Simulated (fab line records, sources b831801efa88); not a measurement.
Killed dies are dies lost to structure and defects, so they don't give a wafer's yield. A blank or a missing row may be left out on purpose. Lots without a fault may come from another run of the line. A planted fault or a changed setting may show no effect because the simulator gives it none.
fab line records | flow gf180mcu
record lots=13 wafers=39 last_day=34
route steps=602 shown STI@26 VT_IMPLANT@130 DUAL_GATE@148 SAB@274
lots that met no fault: from a run of the same line without faults
start_h: hours from the record's first day to the start of the lot's first wafer shown | wait_h: hours since the lot's step before | " the same as in the row above | L1.1+2: a row that stands for several wafers | - no value, or no start given | * or withheld: withheld | < > ~ a bound
route shown NAME@n: a module of which the file shows steps, and the number in the route of the first | usual: mean/standard deviation of fault-free wafers | same: alike in all rows | chamber/n: place in a boat | sites: the reading at each site | _std_site: their standard deviation | _edge_site: outer sites' mean less inner sites' | radius_mm: how far each site lies from the wafer's centre | mask NAME#n: copy n | behind: the tool/chamber that last shaped the wafer | hold: why the lot was held/for how many hours/how that ended | device: the transistor (n, p or np) that didn't switch | end of line: the same wafers' tests at the end of the route | a step without rows: its recipe alone | killed: dies lost to structure and defects at the first sort, not the wafer's yield | map: a wafer's dies, x killed, . not, _ none there
set.NAME: the setting as run; set.NAME@STEP: as run at that earlier step | model.NAME: the simulator's own value behind a step, which no gauge read
steps of the route over a sample of lots; a table a step, a row a wafer
services: from which hour (start_h, from the record's first day; less than 0 if before it) a tool's chamber was out of use, for how many hours, and why
## steps
# step GF_STI_CMP_25
# recipe stop_on=Si3N4 t_overpolish_s=33 down_force_psi=4 platen_rpm=60 target_thk_nm=524.6 pad_velocity_m_s=0.94248
# usual edge_zone_pressure_frac=1.000/0.005 motor_current_A=12.2/0.52 overpolish_run_s=32.999/0.0093 time_to_endpoint_s=122/5.5
# columns lot.wafer tool chamber start_h wait_h edge_zone_pressure_frac motor_current_A overpolish_run_s time_to_endpoint_s
L657.3 cmp-01 2 30.50 0.1 0.995 12.4 33.024 133
L657.1 " 3 " " 1.006 12.6 33.002 125
L657.5 " 1 " " 0.995 12.3 32.998 120
L658.3 cmp-02 0 33.68 0.0 1.003 12.8 33.003 122
L658.2 " 3 " " 1.007 11.8 32.993 120
L658.6 " 1 " " 1.004 12.2 33.001 124
L659.3 cmp-01 1 37.77 0.1 0.991 12.0 32.986 127
L659.2 " 2 " " 0.996 11.5 32.989 132
L659.5 " 3 " " 0.996 12.2 32.991 126
L660.2 cmp-02 0 43.52 0.0 1.001 13.3 33.006 121
L660.3 " 1 " " 0.997 12.0 32.983 125
L660.5 " 1 " " 1.008 12.3 33.000 127
L661.2 cmp-02 1 49.39 0.0 1.000 12.4 32.998 122
L661.1 " 2 " " 0.997 12.2 32.997 122
L661.5 " 2 " " 0.995 11.7 32.994 123
L662.3 cmp-02 0 55.08 0.1 1.001 13.4 33.001 118
L662.5 " 2 " " 1.001 12.5 32.998 120
L662.6 " 3 " " 0.997 11.5 32.986 129
L663.4 cmp-01 2 58.15 0.0 1.009 12.5 33.001 128
L663.6 " 2 " " 1.011 11.6 32.995 134
L663.5 " 3 " " 1.004 12.7 33.007 123
L664.3 cmp-01 1 63.40 0.0 1.001 12.1 33.014 122
L664.2 " 2 " " 0.999 11.9 32.988 132
L664.1 " 0 " " 1.007 12.4 32.995 126
L665.2 cmp-02 1 69.86 0.1 1.000 12.0 32.990 122
L665.3 " 3 " " 0.995 12.3 33.000 124
L665.6 " 0 " " 0.996 12.8 32.991 123
L669.3 cmp-02 1 89.04 0.0 1.000 12.7 32.992 117
L669.2 " 3 " " 0.994 12.0 32.993 118
L669.1 " 0 " " 1.005 12.7 33.001 117
L671.4 cmp-01 0 103.95 0.0 0.994 12.1 32.983 126
L671.2 " 1 " " 0.995 11.8 32.993 119
L671.5 " 1 " " 0.994 11.8 32.998 118
L674.3 cmp-02 0 115.26 0.4 1.004 13.5 32.997 119
L674.4 " 1 " " 1.001 11.9 32.990 119
L674.2 " 2 " " 0.998 12.1 33.000 113
L678.3 cmp-01 1 137.60 0.1 0.996 12.1 32.989 123
L678.1 " 3 " " 1.001 12.5 32.995 123
L678.5 " 0 " " 0.996 12.1 33.009 128
# step GF_VT_IMPLANT_OVL_MEAS_40
# usual VT_IMPLANT_03_OVL=0.0/1.1
# columns lot.wafer tool chamber start_h wait_h VT_IMPLANT_03_OVL[nm]
L657.1 overlay-02 - 157.80 0.1 -0.5
L657.3 " - " " 0.3
L657.5 " - " " -1.7
L658.2 overlay-01 - 165.16 0.1 1.0
L658.3 " - " " -0.1
L658.6 " - " " 0.6
L659.2 overlay-01 - 170.66 0.1 -0.7
L659.3 " - " " -0.5
L659.5 " - " " -0.1
L660.2 overlay-01 - 173.96 0.1 -0.2
L660.3 " - " " -0.9
L660.5 " - " " -2.3
L661.1 overlay-02 - 187.05 0.1 -0.7
L661.2 " - " " -0.9
L661.5 " - " " -1.5
L662.3 overlay-02 - 190.32 0.1 -0.5
L662.5 " - " " -0.3
L662.6 " - " " -1.8
L663.4 overlay-02 - 196.13 0.1 -0.3
L663.5 " - " " -1.0
L663.6 " - " " 0.1
L664.1 overlay-02 - 202.05 0.1 1.0
L664.2 " - " " -0.8
L664.3 " - " " 0.9
L665.2 overlay-01 - 211.11 0.1 1.3
L665.3 " - " " 2.3
L665.6 " - " " 1.4
L669.1 overlay-01 - 234.95 0.1 -0.2
L669.2 " - " " 1.5
L669.3 " - " " 0.2
L671.2 overlay-01 - 258.15 0.1 -1.0
L671.4 " - " " 0.3
L671.5 " - " " 1.4
L674.2 overlay-02 - 276.16 0.1 -0.3
L674.3 " - " " -0.5
L674.4 " - " " 0.0
L678.1 overlay-01 - 297.20 0.1 1.9
L678.3 " - " " 1.6
L678.5 " - " " 0.3
# step GF_DUAL_GATE_SOFTBAKE_07
# recipe temp_c=90 time_s=60 resist=NOVOLAK
# usual run_length_s=89.09/0.18
# columns lot.wafer tool chamber start_h wait_h run_length_s
L657.1 litho_track-03 0 168.15 0.1 88.91
L657.3 " 0 " " 88.85
L657.5 " 0 " " 88.84
L658.2 litho_track-02 0 178.78 0.1 89.19
L658.3 " 0 " " 89.20
L658.6 " 0 " " 89.15
L660.2 litho_track-02 0 185.53 0.1 89.38
L660.3 " 0 " " 89.39
L660.5 " 0 " " 89.33
L659.2 litho_track-01 0 185.68 0.1 88.97
L659.3 " 0 " " 88.91
L659.5 " 0 " " 88.98
L661.1 litho_track-01 0 198.26 0.1 88.95
L661.2 " 0 " " 89.13
L661.5 " 0 " " 88.91
L662.3 litho_track-03 0 201.20 0.1 88.96
L662.5 " 0 " " 88.78
L662.6 " 0 " " 88.88
L663.4 litho_track-03 0 208.32 0.1 88.74
L663.5 " 0 " " 88.94
L663.6 " 0 " " 88.77
L664.1 litho_track-02 0 213.51 0.1 89.16
L664.2 " 0 " " 89.23
L664.3 " 0 " " 89.20
L665.2 litho_track-02 0 222.18 0.1 89.13
L665.3 " 0 " " 89.29
L665.6 " 0 " " 89.19
L669.1 litho_track-02 0 247.16 0.1 89.18
L669.2 " 0 " " 89.14
L669.3 " 0 " " 89.18
L671.2 litho_track-02 0 275.73 0.1 99.50
L671.4 " 0 " " 99.68
L671.5 " 0 " " 99.69
L674.2 litho_track-02 0 288.33 0.1 99.69
L674.3 " 0 " " 99.54
L674.4 " 0 " " 99.49
L678.1 litho_track-03 0 310.25 0.1 88.89
L678.3 " 0 " " 89.02
L678.5 " 0 " " 88.96
# step GF_SAB_OVL_MEAS_10
# usual SAB_OVL=0.6/1.4
# columns lot.wafer tool chamber start_h wait_h SAB_OVL[nm]
L657.1 overlay-01 - 347.18 0.1 1.4
L657.3 " - " " -0.4
L657.5 " - " " -1.0
L658.2 overlay-02 - 351.23 0.1 -1.1
L658.3 " - " " 1.3
L658.6 " - " " -0.7
L660.2 overlay-01 - 359.43 0.1 0.4
L660.3 " - " " 2.0
L660.5 " - " " 1.3
L659.2 overlay-01 - 362.52 0.1 -0.9
L659.3 " - " " -2.1
L659.5 " - " " 0.1
L661.1 overlay-02 - 375.93 0.1 1.7
L661.2 " - " " -0.3
L661.5 " - " " 0.7
L662.3 overlay-01 - 382.59 0.1 1.1
L662.5 " - " " 0.7
L662.6 " - " " 1.3
L663.4 overlay-01 - 393.44 0.1 1.3
L663.5 " - " " 0.5
L663.6 " - " " -0.4
L664.1 overlay-02 - 398.38 0.1 -0.6
L664.2 " - " " 0.7
L664.3 " - " " 1.2
L665.2 overlay-01 - 415.27 0.1 -0.6
L665.3 " - " " -0.1
L665.6 " - " " -1.5
L669.1 overlay-02 - 448.32 0.1 0.0
L669.2 " - " " -0.5
L669.3 " - " " 0.0
L671.2 overlay-02 - 478.48 0.1 1.5
L671.4 " - " " 2.9
L671.5 " - " " 1.6
L674.2 overlay-01 - 492.22 0.1 1.3
L674.3 " - " " 3.1
L674.4 " - " " 3.3
L678.1 overlay-02 - 516.67 0.1 -1.1
L678.3 " - " " -1.6
L678.5 " - " " 0.9
## services
# columns tool chamber start_h hours kind
cmp-01 - 53.64 2.5 repair
cmp-02 - 64.00 4.0 pm
cmp-02 - 68.00 - consumable_replace:conditioner
cmp-02 - 68.00 - consumable_replace:pad
cmp-02 - 78.53 1.6 repair
cmp-02 - 92.99 0.3 repair
cmp-01 - 110.86 5.0 pm
cmp-02 - 125.97 4.8 pm
cmp-02 - 148.43 0.8 repair
litho_track-02 - 226.10 - consumable_replace:filter
cmp-01 - 232.00 4.0 pm
cmp-01 - 236.00 - consumable_replace:conditioner
cmp-01 - 236.00 - consumable_replace:pad
cmp-01 - 253.44 3.5 repair
cmp-01 - 307.82 0.6 repair
## key
first_sign step=GF_DUAL_GATE_SOFTBAKE_07 reading=run_length_s direction=up sigmas=59 usual=* struck=*
effect none on later readings
met_at GF_DUAL_GATE_SOFTBAKE_07
struck_lots L671,L674
tester_left_out L671,L674
not_acting_at GF_STI_CMP_25,GF_VT_IMPLANT_OVL_MEAS_40,GF_SAB_OVL_MEAS_10
onset_between 247.16 275.73
fault kind=process_parameter_drift tool=litho_track-02 chamber=- onset_h=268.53 steps=GF_DUAL_GATE_SOFTBAKE_07 channel=time_s offset=* shape=step end_h=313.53 acts_in=* stated=*
# tester_left_out: of these lots the tester's yield and bins aren't shown, on N5 and GAA mostly nor the transistor test; their killed dies are dies lost to structure and defects alone, not to doping, threshold or leakage, so they don't give the yield
